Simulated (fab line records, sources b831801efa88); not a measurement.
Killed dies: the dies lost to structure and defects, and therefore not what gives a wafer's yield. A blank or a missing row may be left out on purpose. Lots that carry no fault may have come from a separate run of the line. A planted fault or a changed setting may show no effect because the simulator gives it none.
fab line records | flow sky130
[record] lots = 6 wafers = 18 last-day = 50
route steps=708 shown METAL1@457 VIA1@458
lots that met no fault: from a run of the same line without faults
start-h: hours from the record's opening day to when the first of the lot's shown wafers began | wait-h: hours from the lot's prior step to this one | " as in the row above | L1.1+2: several wafers, shown together as one row | - either no value or no given start | * or withheld: withheld | < > ~ a bound
route shown NAME@n: NAME is a module with steps in the file, n the number in the route of the first one | usual: mean/standard deviation of fault-free wafers | same: alike in all rows | chamber/n: place in a boat | sites: each site's reading | _std_site: the values' standard deviation | _edge_site: the outer-site mean with the inner-site mean subtracted | radius-mm: how far each site lies from the wafer's centre | mask NAME#n: copy n | behind: tool/chamber where the wafer was last shaped | hold: the reason the lot was held/the length of the hold in hours/how it ended | device: which transistor (n, p or np) failed to switch | end of line: the same wafers' tests at the end of the route | a step given without rows: its recipe and nothing more | killed: dies that structure and defects cost at the first sort, which is not the same as the wafer's yield | map: per-die view of a wafer (x killed, . not killed, _ where there is no die)
set.NAME: the setting as run; set.NAME@STEP: as run at that earlier step | model.NAME: the simulator's own value behind a step, which no gauge read
certain route steps with their lots: each step a table, each wafer a row
services: from which hour (start-h, from the record's first day; less than 0 if before it) a tool's chamber was out of use, for how many hours, and why
[[steps]]
[step SKY_METAL1_CLEAN_23]
[recipe] chemistry = O3/DIW dry = n2-spin
[step SKY_VIA1_HDPCVD_00]
[recipe] material = SiO2 target-thk-nm = 1030 sigma-open-frac = 0.3 time-s = 171.7 temp-c = 400 sih4-flow-sccm = 60 pressure-mtorr = 6
[step SKY_VIA1_THK_MEAS_01]
[recipe] reads = SiO2_of_VIA1_HDPCVD_00
[usual] VIA1_HDPCVD_THK = 1034/9.3
// columns lot.wafer tool chamber start-h wait-h VIA1_HDPCVD_THK[nm]
L441.2 film-metro-02 - 789.61 0.1 1032
L441.3 " - " " 1050
L441.6 " - " " 1035
L447.3 film-metro-03 - 852.17 0.1 1046
L447.4 " - " " 1035
L447.6 " - " " 1036
L455.2 film-metro-03 - 905.73 0.1 1040
L455.5 " - " " 1031
L455.6 " - " " 1046
L457.3 film-metro-04 - 908.44 0.1 1053
L457.5 " - " " 1042
L457.6 " - " " 1049
L459.1 film-metro-03 - 935.11 0.1 1041
L459.2 " - " " 1043
L459.6 " - " " 1048
L461.1 film-metro-03 - 937.72 0.1 1037
L461.5 " - " " 1048
L461.6 " - " " 1038
[step SKY_VIA1_CMP_02]
[recipe] material = SiO2 down-force-psi = 4 platen-rpm = 60 pad-velocity-m-s = 0.94248
[usual] motor-current-A = 12.5/0.73 slurry-flow-ml-min = 150.0/0.53
// columns lot.wafer tool chamber start-h wait-h motor-current-A slurry-flow-ml-min
L441.3 cmp-02 2 789.71 0.1 12.3 150.1
L441.2 " 0 " " 10.9 149.9
L441.6 " 2 " " 12.6 150.6
L447.3 cmp-01 1 852.31 0.1 12.5 149.7
L447.4 " 2 " " 12.1 149.8
L447.6 " 0 " " 11.8 149.3
L455.2 cmp-01 1 905.78 0.0 12.7 149.6
L455.5 " 1 " " 12.9 149.7
L455.6 " 2 " " 13.4 150.0
L457.3 cmp-02 2 908.48 0.0 12.7 150.3
L457.5 " 2 " " 13.3 149.5
L457.6 " 3 " " 13.5 150.1
L459.2 cmp-02 1 935.30 0.2 12.7 149.7
L459.1 " 3 " " 12.3 150.7
L459.6 " 0 " " 11.2 150.1
L461.1 cmp-02 1 937.93 0.2 12.4 150.4
L461.6 " 2 " " 13.3 150.4
L461.5 " 3 " " 14.0 149.8
[step SKY_VIA1_BOW_MEAS_03]
[recipe] mode = bow
[usual] VIA1_BOW = 80/7.6
// columns lot.wafer tool chamber start-h wait-h VIA1_BOW[um]
L441.2 film-metro-02 - 789.98 0.1 77
L441.3 " - " " 73
L441.6 " - " " 73
L447.3 film-metro-02 - 852.55 0.2 64
L447.4 " - " " 77
L447.6 " - " " 67
L455.2 film-metro-04 - 906.10 0.3 73
L455.5 " - " " 88
L455.6 " - " " 87
L457.3 film-metro-02 - 908.82 0.3 75
L457.5 " - " " 86
L457.6 " - " " 85
L459.1 film-metro-03 - 935.55 0.1 89
L459.2 " - " " 75
L459.6 " - " " 79
L461.1 film-metro-03 - 938.08 0.1 85
L461.5 " - " " 78
L461.6 " - " " 83
[step SKY_VIA1_DEHYDRATE_04]
[recipe] temp-c = 200 time-s = 60
[step SKY_VIA1_HMDS_05]
[recipe] prime-time-s = 60 prime-temp-c = 120
[step SKY_VIA1_COAT_06]
[recipe] resist = BARC temp-c = withheld time-s = withheld spin-rpm = 3000 resist-thk-nm = 60
[step SKY_VIA1_COAT_07]
[recipe] resist = KrF-thick spin-rpm = 3000 resist-thk-nm = 450
[step SKY_VIA1_SOFTBAKE_08]
[recipe] temp-c = 100 time-s = 87.2 resist = KrF-thick
[step SKY_VIA1_EXPOSE_09]
[recipe] mask-id = VIM na = 0.8 source-shape = annular sigma-inner = 0.55 sigma-outer = 0.85 target-cd-nm = 150 dose-mj = 38
[step SKY_VIA1_PEB_10]
[recipe] peb-temp-c = withheld peb-time-s = withheld resist = KrF-thick
[step SKY_VIA1_DEVELOP_11]
[recipe] develop-time-s = 60 resist = KrF-thick dev-temp-c = 21
[usual] chill-plate-temp-C = 22.98/0.11 develop-time-s = 60/0 exhaust-pa = 45.0/0.84
// columns lot.wafer tool chamber start-h wait-h chill-plate-temp-C develop-time-s exhaust-pa model.KrF-thick_of_VIA1_COAT_07.thk-nm
L441.2 litho-track-03 0 815 - 22.94 60 45.0 435
L441.3 " 0 " " 22.97 60 44.9 433.5
L441.6 " 0 " " 22.86 60 43.4 434
L447.3 litho-track-02 0 878 - 23.18 60 44.6 436.4
L447.4 " 0 " " 23.20 60 46.7 437.1
L447.6 " 0 " " 23.02 60 46.1 435.9
L455.2 litho-track-03 - 930 - - - - 448.5
L455.5 " - " " - - - 448.5
L455.6 " - " " - - - 448.8
L457.3 litho-track-01 - 933 - - - - 449.6
L457.5 " - " " - - - 448.6
L457.6 " - " " - - - 448.8
L459.1 litho-track-03 0 959 - 23.16 60 43.8 437.4
L459.2 " 0 " " 22.99 60 45.2 435.7
L459.6 " 0 " " 22.97 60 45.8 436
L461.1 litho-track-02 0 962 - 22.91 60 45.0 436.1
L461.5 " 0 " " 23.05 60 45.7 435.3
L461.6 " 0 " " 22.98 60 46.2 435.3
[step SKY_VIA1_CD_MEAS_12]
[recipe] target-cd-nm = 150
[usual] cd-nm = 149.7/1.7
// columns lot.wafer tool chamber start-h wait-h cd-nm
L441.2 cd-sem-02 - 815.97 - 151.2
L441.3 " - " " 151.7
L441.6 " - " " 151.2
L447.3 cd-sem-01 - 879.00 - 150.0
L447.4 " - " " 148.4
L447.6 " - " " 149.1
L455.2 cd-sem-01 - 930.67 - -
L455.5 " - " " -
L455.6 " - " " -
L457.3 cd-sem-01 - 933.82 - -
L457.5 " - " " -
L457.6 " - " " -
L459.1 cd-sem-02 - 959.65 - 147.8
L459.2 " - " " 146.5
L459.6 " - " " 148.0
L461.1 cd-sem-01 - 962.86 - 152.4
L461.5 " - " " 151.6
L461.6 " - " " 151.3
[[services]]
// columns tool chamber start-h hours kind
cmp-02 - 790.23 0.8 repair
cmp-01 - 854.48 3.1 repair
cmp-01 - 858.35 5.7 pm
cmp-02 - 889.81 1.9 repair
cmp-01 - 912.29 4.0 pm
cmp-02 - 913.94 2.0 repair
cmp-01 - 916.29 - consumable-replace:conditioner
cmp-01 - 916.29 - consumable-replace:pad
cmp-02 - 930.03 0.5 repair
cmp-01 - 943.91 1.9 repair
cmp-01 - 951.30 1.7 repair
[[key]]
[first-sign] step = SKY_VIA1_DEVELOP_11 reading = tool-record direction = missing
effect none on later readings
[model-effect] step = SKY_VIA1_DEVELOP_11 value = KrF-thick_of_VIA1_COAT_07.thk-nm without = 434.8 struck = 448.8
met-at SKY_VIA1_DEVELOP_11
struck-wafers L455.2,L455.5,L455.6,L457.3,L457.5,L457.6
later-rows-left-out L455.2,L455.5,L455.6,L457.3,L457.5,L457.6
sort-left-out L455.2,L455.5,L455.6,L457.3,L457.5,L457.6
onset-between 815 930
[fault] kind = skipped-step-whole tool = litho-track-01,litho-track-03 chamber = - onset-h = 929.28 steps = SKY_VIA1_DEVELOP_11 scope = struck-lots-only
// sort-left-out: the simulated sort isn't trusted on such a fault, so these wafers' sort isn't shown, and their yield isn't known
// later-rows-left-out: the simulator's readings of these wafers behind a module that went badly wrong aren't trusted and aren't shown, but for the sort
